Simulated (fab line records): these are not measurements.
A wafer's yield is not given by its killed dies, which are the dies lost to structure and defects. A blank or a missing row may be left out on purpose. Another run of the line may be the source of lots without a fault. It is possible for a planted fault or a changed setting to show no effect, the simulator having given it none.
Which tool is to blame? + flow gf180mcu + 24 lots, 72 wafers sampled, at 2 steps of a route of 602

## WHAT EACH GAUGE READ, for each wafer
GF_V5_THK_MEAS_01. Usual: for V5_CVD_00_THK the level is 299.8 nm and the standard deviation is 3.
| lot  | measured     | on            | V5_CVD_00_THK (nm) | flag |
|------|--------------|---------------|--------------------|------|
| L074 | day 26 09:35 | film-metro-04 | 299.8 294.8 301.6  |      |
| L075 | day 26 23:41 | film-metro-04 | 300.1 301.4 297.4  |      |
| L076 | day 27 05:32 | film-metro-04 | 294.7 299.7 300.7  |      |
| L077 | day 27 08:45 | film-metro-04 | 296.9 299.7 298.4  |      |
| L078 | day 27 23:50 | film-metro-02 | 297.7 297.3 299.0  |      |
| L079 | day 28 00:23 | film-metro-04 | 300.8 299.6 299.8  |      |
| L080 | day 28 16:37 | film-metro-02 | 301.7 300.1 302.4  |      |
| L081 | day 28 21:47 | film-metro-02 | 298.8 296.6 300.9  |      |
| L082 | day 29 12:23 | film-metro-04 | 302.4 302.3 295.7  |      |
| L083 | day 29 16:13 | film-metro-02 | 302.5 295.9 303.1  |      |
| L084 | day 29 19:44 | film-metro-03 | 296.1 297.9 301.1  |      |
| L085 | day 30 11:11 | film-metro-04 | 302.8 304.2 297.8  |      |
| L086 | day 30 15:10 | film-metro-04 | 298.3 303.8 300.6  |      |
| L087 | day 31 03:03 | film-metro-02 | 296.7 297.4 302.1  |      |
| L089 | day 31 08:08 | film-metro-03 | 301.8 302.8 302.3  |      |
| L088 | day 31 08:50 | film-metro-03 | 305.2 300.9 298.6  |      |
| L090 | day 31 12:08 | film-metro-04 | 296.2 295.9 296.1  |      |
| L092 | day 32 04:57 | film-metro-04 | 303.6 302.0 298.3  |      |
| L091 | day 32 06:00 | film-metro-03 | 302.8 297.7 301.6  |      |
| L093 | day 32 06:31 | film-metro-02 | 303.3 303.5 301.9  |      |
| L094 | day 32 10:29 | film-metro-02 | 298.6 303.1 297.5  |      |
| L095 | day 32 19:25 | film-metro-03 | 304.1 299.6 301.4  |      |
| L096 | day 33 01:49 | film-metro-03 | 300.5 298.2 293.4  |      |
| L097 | day 33 03:08 | film-metro-02 | 303.3 300.9 300.1  |      |

## TOOL THAT RAN EACH LOT (tool first, then ch and the chambers of the sampled wafers, then the start)
| lot  | GF_V4_SPUTTER_22             |
|------|------------------------------|
| L074 | pvd-sputter-02, day 24 13:28 |
| L075 | pvd-sputter-02, day 25 02:41 |
| L076 | pvd-sputter-04, day 25 08:40 |
| L077 | pvd-sputter-02, day 25 13:20 |
| L078 | pvd-sputter-02, day 26 04:04 |
| L079 | pvd-sputter-04, day 26 04:47 |
| L080 | pvd-sputter-04, day 26 22:19 |
| L081 | pvd-sputter-04, day 27 03:48 |
| L082 | pvd-sputter-02, day 27 19:28 |
| L083 | pvd-sputter-02, day 27 22:52 |
| L084 | pvd-sputter-02, day 28 02:43 |
| L085 | pvd-sputter-01, day 28 18:45 |
| L086 | pvd-sputter-01, day 28 23:41 |
| L087 | pvd-sputter-01, day 29 12:40 |
| L089 | pvd-sputter-01, day 29 18:10 |
| L088 | pvd-sputter-01, day 29 18:47 |
| L090 | pvd-sputter-04, day 29 20:34 |
| L092 | pvd-sputter-01, day 30 13:01 |
| L091 | pvd-sputter-01, day 30 13:58 |
| L093 | pvd-sputter-02, day 30 16:37 |
| L094 | pvd-sputter-04, day 30 20:22 |
| L095 | pvd-sputter-02, day 31 08:07 |
| L096 | pvd-sputter-02, day 31 12:55 |
| L097 | pvd-sputter-01, day 31 14:58 |
- GF_V4_SPUTTER_22: material TiN, target thk 10 nm, time 40 s.

## AS READ BY THE TOOLS THEMSELVES (means over the sampled wafers that have a number; for cases with no such wafer, the mark the record gives instead)
GF_V4_SPUTTER_22. Usual: cathode-dc-power-W 4000.0 W, standard deviation 0.74; throttle-valve-pct 29.9 %, standard deviation 1.2.
| lot  | tool           | cathode-dc-power-W (W) | throttle-valve-pct (%) | flag |
|------|----------------|------------------------|------------------------|------|
| L074 | pvd-sputter-02 | 3999.8                 | 30.8                   |      |
| L075 | pvd-sputter-02 | 4000.3                 | 29.7                   |      |
| L076 | pvd-sputter-04 | 4000.5                 | 30.3                   |      |
| L077 | pvd-sputter-02 | 4000.0                 | 29.6                   |      |
| L078 | pvd-sputter-02 | 4000.2                 | 29.4                   |      |
| L079 | pvd-sputter-04 | 3999.5                 | 30.8                   |      |
| L080 | pvd-sputter-04 | 4000.2                 | 30.7                   |      |
| L081 | pvd-sputter-04 | 3999.8                 | 30.5                   |      |
| L082 | pvd-sputter-02 | 3999.3                 | 30.2                   |      |
| L083 | pvd-sputter-02 | 3999.7                 | 30.1                   |      |
| L084 | pvd-sputter-02 | 4000.9                 | 30.9                   |      |
| L085 | pvd-sputter-01 | 3999.7                 | 28.1                   |      |
| L086 | pvd-sputter-01 | 3999.7                 | 29.5                   |      |
| L087 | pvd-sputter-01 | 3999.8                 | 29.1                   |      |
| L089 | pvd-sputter-01 | 3999.7                 | 28.2                   |      |
| L088 | pvd-sputter-01 | 3999.1                 | 29.8                   |      |
| L090 | pvd-sputter-04 | 4000.6                 | 30.6                   |      |
| L092 | pvd-sputter-01 | 3999.4                 | 29.6                   |      |
| L091 | pvd-sputter-01 | 3999.8                 | 29.8                   |      |
| L093 | pvd-sputter-02 | 4000.2                 | 30.2                   |      |
| L094 | pvd-sputter-04 | 4000.4                 | 31.8                   |      |
| L095 | pvd-sputter-02 | 4000.0                 | 30.7                   |      |
| L096 | pvd-sputter-02 | 4000.2                 | 29.8                   |      |
| L097 | pvd-sputter-01 | 3999.9                 | 29.3                   |      |

## THE ANSWER, worked out from the rows above alone
Rule: take the mean of a lot's wafers that have a number; if it is more than 3 standard deviations from the usual mean, the lot is off. Also off: a lot with no number at a reading for which 4 or more lots have one. The other lots that the step has rows for count as sound. After the gauges, taken in route order, come the tools' own readings; for these a lot's mean is taken, as printed above. The first step at which some lot is off is used, and at that step the reading that is off furthest; a lot without a number counts as furthest.
No lot is off on any of the readings shown, so nothing can be concluded from this.

## WHAT THE SIMULATOR HAD INSERTED
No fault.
